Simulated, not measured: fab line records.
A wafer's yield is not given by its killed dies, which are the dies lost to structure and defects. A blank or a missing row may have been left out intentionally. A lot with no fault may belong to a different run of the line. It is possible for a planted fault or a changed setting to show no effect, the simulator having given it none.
Which of the tools did it?    flow sky130    11 lots, 33 wafers sampled, at 3 steps of a route of 708

## WHAT THE GAUGES READ, wafer by wafer
SKY_NWELL_TW_MEAS_15.
lot   measured      on             NWELL_TW
L119  day 5 18:46   film_metro-01  1800 1809 1805
L120  day 6 03:04   film_metro-01  1781 1776 1780
L121  day 6 07:38   film_metro-04  1799 1807 1808
L122  day 6 13:49   film_metro-04  2008 2008 2006
L123  day 6 12:14   film_metro-01  1784 1788 1782
L126  day 7 04:44   film_metro-01  1800 1798 1792
L128  day 7 17:22   film_metro-02  2058 2048 2049
L132  day 8 21:20   film_metro-04  1809 1820 1819
L134  day 9 07:50   film_metro-02  1814 1816 1815
L137  day 10 03:11  film_metro-01  1779 1789 1789
L138  day 10 06:46  film_metro-02  1827 1823 1843

## TOOL THAT RAN EACH LOT (tool first, then ch and the chambers of the sampled wafers, then the start)
lot   SKY_NWELL_IMPLANT_11             SKY_NWELL_STRIP_14
L119  implanter-01 ch 0, day 5 18:13   plasma_asher-02 ch 0,1, day 5 18:40
L120  implanter-02 ch 0, day 6 02:32   plasma_asher-03 ch 0, day 6 02:58
L121  implanter-02 ch 0, day 6 07:05   plasma_asher-02 ch 0, day 6 07:32
L122  implanter-02 ch 0, day 6 07:34   plasma_asher-03 ch 1, day 6 13:43
L123  implanter-01 ch 0, day 6 11:41   plasma_asher-04 ch 0,1, day 6 12:07
L126  implanter-03 ch 0, day 7 04:11   plasma_asher-03 ch 0, day 7 04:38
L128  implanter-02 ch 0, day 7 16:49   plasma_asher-03 ch 0,1, day 7 17:16
L132  implanter-01 ch 0, day 8 20:47   plasma_asher-03 ch 0,1, day 8 21:13
L134  implanter-01 ch 0, day 9 07:19   plasma_asher-04 ch 0,1, day 9 07:45
L137  implanter-02 ch 0, day 10 02:38  plasma_asher-02 ch 0,1, day 10 03:04
L138  implanter-02 ch 0, day 10 06:13  plasma_asher-03 ch 0, day 10 06:40
- SKY_NWELL_IMPLANT_11
- SKY_NWELL_STRIP_14: strips in O2/N2.

## THE ANSWER, worked out from the rows above alone
Rule: the usual values come from the lots themselves. The widest of any qualifying gaps counts: lots, ordered by their means at a reading, are off when they make up no more than a third of the lots, leave a main group of 4 or more, and stand apart from it by 3 or more times the standard deviation of that group's means. If all means in a main group match to the digits the tables above print for the reading, that group is not used. Also off: a lot with no number at a reading for which 4 or more lots have one. The other lots that the step has rows for count as sound.
Off: at SKY_NWELL_TW_MEAS_15 (NWELL_TW), L122, L128. Mean 1802 and standard deviation 16 in the main group.
A tool fits if, at a process step before that reading, it ran every lot that is off, and no sound lot after the first of them. Gauges at SKY_NWELL_TW_MEAS_15: tried the same way as those tools. Of those tried, none fits.

## WHAT THE SIMULATOR PUT IN
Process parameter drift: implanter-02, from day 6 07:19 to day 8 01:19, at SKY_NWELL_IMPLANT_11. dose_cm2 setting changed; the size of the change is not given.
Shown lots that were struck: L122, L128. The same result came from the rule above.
